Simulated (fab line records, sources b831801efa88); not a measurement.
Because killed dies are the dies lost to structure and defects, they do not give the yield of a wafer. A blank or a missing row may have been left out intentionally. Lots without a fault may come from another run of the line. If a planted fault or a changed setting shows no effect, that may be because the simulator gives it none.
Shared-tool check :: flow gf180mcu :: 39 wafers sampled across 13 lots

REASON FOR OPENING
GF_DUAL_GATE_THK_MEAS_03, reading DUAL_GATE_OXIDATION_00_THK: flagged on 3 of 13 lots. Fault-free wafers read 10.73 nm, with a standard deviation of 0.22.
Rule: flag the lot when none of its wafers has a number, or when each of its wafers that has one lies beyond 4 standard deviations from that mean. The other lots count as sound.

lot: L769
measured: day 7 16:45
on: filmMetro-03
DUAL_GATE_OXIDATION_00_THK (nm), wafer by wafer: 11.10 11.06 11.17
flag: 

lot: L770
measured: day 7 22:40
on: filmMetro-03
DUAL_GATE_OXIDATION_00_THK (nm), wafer by wafer: 10.24 10.64 10.55
flag: 

lot: L772
measured: day 8 13:00
on: filmMetro-03
DUAL_GATE_OXIDATION_00_THK (nm), wafer by wafer: 10.55 10.52 10.77
flag: 

lot: L774
measured: day 9 03:07
on: filmMetro-04
DUAL_GATE_OXIDATION_00_THK (nm), wafer by wafer: 10.80 10.95 10.86
flag: 

lot: L775
measured: day 9 14:49
on: filmMetro-01
DUAL_GATE_OXIDATION_00_THK (nm), wafer by wafer: 16.76 17.05 16.91
flag: FLAGGED

lot: L776
measured: day 9 16:05
on: filmMetro-03
DUAL_GATE_OXIDATION_00_THK (nm), wafer by wafer: 16.72 17.05 16.85
flag: FLAGGED

lot: L778
measured: day 10 09:32
on: filmMetro-04
DUAL_GATE_OXIDATION_00_THK (nm), wafer by wafer: 10.78 10.79 10.64
flag: 

lot: L780
measured: day 10 20:25
on: filmMetro-03
DUAL_GATE_OXIDATION_00_THK (nm), wafer by wafer: 10.87 10.95 10.86
flag: 

lot: L782
measured: day 11 16:40
on: filmMetro-01
DUAL_GATE_OXIDATION_00_THK (nm), wafer by wafer: 16.92 16.97 17.03
flag: FLAGGED

lot: L783
measured: day 11 16:42
on: filmMetro-03
DUAL_GATE_OXIDATION_00_THK (nm), wafer by wafer: 10.69 10.60 10.54
flag: 

lot: L787
measured: day 12 17:22
on: filmMetro-04
DUAL_GATE_OXIDATION_00_THK (nm), wafer by wafer: 10.38 10.50 10.41
flag: 

lot: L790
measured: day 13 15:38
on: filmMetro-04
DUAL_GATE_OXIDATION_00_THK (nm), wafer by wafer: 10.93 10.86 10.75
flag: 

lot: L792
measured: day 14 10:10
on: filmMetro-03
DUAL_GATE_OXIDATION_00_THK (nm), wafer by wafer: 10.74 10.68 10.84
flag: 
The mean of the flagged lots' numbers is 16.92 nm, +6.19 nm from the usual (+28 standard deviations).

WHICH TOOL EACH LOT WENT THROUGH
Before the reading, the record contains 2 process steps out of a 602-step route. Read each cell as the tool, then ch plus the chambers that the sampled wafers visited, then the start.
lot: L769
flag: 
GF_VT_IMPLANT_STRIP_09: plasmaAsher-03 ch 0,1, day 5 15:43
GF_DUAL_GATE_OXIDATION_02: furnace-02 ch 0, day 7 15:17

lot: L770
flag: 
GF_VT_IMPLANT_STRIP_09: plasmaAsher-04 ch 0,1, day 5 20:58
GF_DUAL_GATE_OXIDATION_02: furnace-02 ch 0, day 7 21:13

lot: L772
flag: 
GF_VT_IMPLANT_STRIP_09: plasmaAsher-02 ch 0,1, day 6 10:38
GF_DUAL_GATE_OXIDATION_02: furnace-01 ch 0, day 8 11:33

lot: L774
flag: 
GF_VT_IMPLANT_STRIP_09: plasmaAsher-04 ch 0,1, day 6 23:19
GF_DUAL_GATE_OXIDATION_02: furnace-02 ch 0, day 9 01:40

lot: L775
flag: FLAGGED
GF_VT_IMPLANT_STRIP_09: plasmaAsher-02 ch 0,1, day 7 05:05
GF_DUAL_GATE_OXIDATION_02: furnace-02 ch 0, day 9 10:22

lot: L776
flag: FLAGGED
GF_VT_IMPLANT_STRIP_09: plasmaAsher-02 ch 0,1, day 7 09:17
GF_DUAL_GATE_OXIDATION_02: furnace-01 ch 0, day 9 11:58 and furnace-02 ch 0, day 9 14:37

lot: L778
flag: 
GF_VT_IMPLANT_STRIP_09: plasmaAsher-03 ch 0, day 8 02:29
GF_DUAL_GATE_OXIDATION_02: furnace-02 ch 0, day 10 08:05

lot: L780
flag: 
GF_VT_IMPLANT_STRIP_09: plasmaAsher-04 ch 0,1, day 8 12:26
GF_DUAL_GATE_OXIDATION_02: furnace-02 ch 0, day 10 18:56

lot: L782
flag: FLAGGED
GF_VT_IMPLANT_STRIP_09: plasmaAsher-04 ch 0,1, day 9 00:46
GF_DUAL_GATE_OXIDATION_02: furnace-02 ch 0, day 11 11:16

lot: L783
flag: 
GF_VT_IMPLANT_STRIP_09: plasmaAsher-04 ch 0,1, day 9 05:13
GF_DUAL_GATE_OXIDATION_02: furnace-02 ch 0, day 11 15:14

lot: L787
flag: 
GF_VT_IMPLANT_STRIP_09: plasmaAsher-04 ch 0,1, day 10 05:02
GF_DUAL_GATE_OXIDATION_02: furnace-02 ch 0, day 12 15:55

lot: L790
flag: 
GF_VT_IMPLANT_STRIP_09: plasmaAsher-02 ch 0,1, day 11 04:16
GF_DUAL_GATE_OXIDATION_02: furnace-02 ch 0, day 13 14:10

lot: L792
flag: 
GF_VT_IMPLANT_STRIP_09: plasmaAsher-04 ch 0,1, day 11 15:41
GF_DUAL_GATE_OXIDATION_02: furnace-02 ch 0, day 14 08:43
These steps, and what they do:
- GF_VT_IMPLANT_STRIP_09: strips in O2/N2.
- GF_DUAL_GATE_OXIDATION_02: stabilise 600 s, purge 300 s, target thk 10.887 nm.
- GF_DUAL_GATE_THK_MEAS_03

FLAGGED OVER TOTAL, TOOL BY TOOL (the gauges that took the reading come last)
step: GF_VT_IMPLANT_STRIP_09
tool: plasmaAsher-02
lots run: 4
flagged: 2
share of the flagged lots: some
sound lots run after its first flagged lot: 1 (L790)

step: GF_VT_IMPLANT_STRIP_09
tool: plasmaAsher-03
lots run: 2
flagged: 0
share of the flagged lots: none
sound lots run after its first flagged lot: -

step: GF_VT_IMPLANT_STRIP_09
tool: plasmaAsher-04
lots run: 7
flagged: 1
share of the flagged lots: some
sound lots run after its first flagged lot: 3 (L783,L787,L792)

step: GF_DUAL_GATE_OXIDATION_02
tool: furnace-01
lots run: 2
flagged: 1
share of the flagged lots: some
sound lots run after its first flagged lot: 0

step: GF_DUAL_GATE_OXIDATION_02
tool: furnace-02
lots run: 12
flagged: 3
share of the flagged lots: all
sound lots run after its first flagged lot: 6 (L778,L780,L783,L787,L790,L792)

step: GF_DUAL_GATE_THK_MEAS_03
tool: filmMetro-01
lots run: 2
flagged: 2
share of the flagged lots: some
sound lots run after its first flagged lot: 0

step: GF_DUAL_GATE_THK_MEAS_03
tool: filmMetro-03
lots run: 7
flagged: 1
share of the flagged lots: some
sound lots run after its first flagged lot: 3 (L780,L783,L792)

step: GF_DUAL_GATE_THK_MEAS_03
tool: filmMetro-04
lots run: 4
flagged: 0
share of the flagged lots: none
sound lots run after its first flagged lot: -

WHAT THE TABLE PERMITS
All flagged lots share 1 row of the table, namely furnace-02 at GF_DUAL_GATE_OXIDATION_02.
- furnace-02 at GF_DUAL_GATE_OXIDATION_02: 3 of its 12 lots flagged. Lots that were sound ran on it after the first flagged one (L778, L780, L783, L787, L790, L792); a persistent fault on the entire tool would not allow that.
Not one row of the table ran every flagged lot while running no sound lot after the first.

WHAT WAS PUT IN BY THE SIMULATOR
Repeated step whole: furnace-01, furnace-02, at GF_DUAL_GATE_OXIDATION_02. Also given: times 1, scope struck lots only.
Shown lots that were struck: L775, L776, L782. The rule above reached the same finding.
